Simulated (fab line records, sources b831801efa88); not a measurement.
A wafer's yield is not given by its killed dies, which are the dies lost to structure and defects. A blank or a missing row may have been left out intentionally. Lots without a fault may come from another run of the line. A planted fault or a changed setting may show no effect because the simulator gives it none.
Chamber matching -- flow gf180mcu -- GF_CONTACT_CMP_27 on cmp-02 has 4 sister chambers
The step polishes, stops on SiO2, t overpolish 15 s, target thk 0 nm. 8 wafers are shown with their chamber, then 7 later ones without.

## WAFERS PAIRED WITH THEIR CHAMBERS
wafer,chamber,motor-current-A (A),time-to-endpoint-s (s)
L873.5,3,12.1,79
L879.5,1,9.5,81
L879.6,0,10.9,76
L886.1,1,10.0,78
L886.3,2,9.9,70
L886.4,3,11.9,74
L895.1,0,10.8,82
L895.4,2,9.5,75

## WAFERS MISSING THEIR CHAMBER
wafer,motor-current-A (A),time-to-endpoint-s (s)
L895.5,10.1,74
L894.2,9.5,72
L894.3,11.1,76
L894.6,10.9,74
L896.1,11.8,70
L896.4,11.1,70
L896.6,12.4,72

## WHICH CHAMBER EACH WENT THROUGH
wafer,from the rows above,in truth
L895.5,can't be placed: 2 or 1 or 0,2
L894.2,can't be placed: 2 or 1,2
L894.3,0,0
L894.6,0,0
L896.1,3,3
L896.4,can't be placed: 0 or 3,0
L896.6,3,3
4 of 7 placed correctly. Unplaceable from these rows: 3, with the true chamber sitting among the candidates in 3. Number placed wrongly: 0.
How it was worked out, from the rows above alone: a wafer's distance from a chamber is the root of the sum, over the readings, of the square of ((its reading less the chamber's mean) divided by the reading's scatter). If the next closest chamber is less than 2 further off than the closest, the wafer can't be placed; otherwise it belongs to the closest. Each chamber's mean is taken over the wafers shown for it. The scatter is the square root of a quotient: the sum, over the shown wafers, of each reading's squared deviation from its chamber's mean, divided by wafers minus chambers.
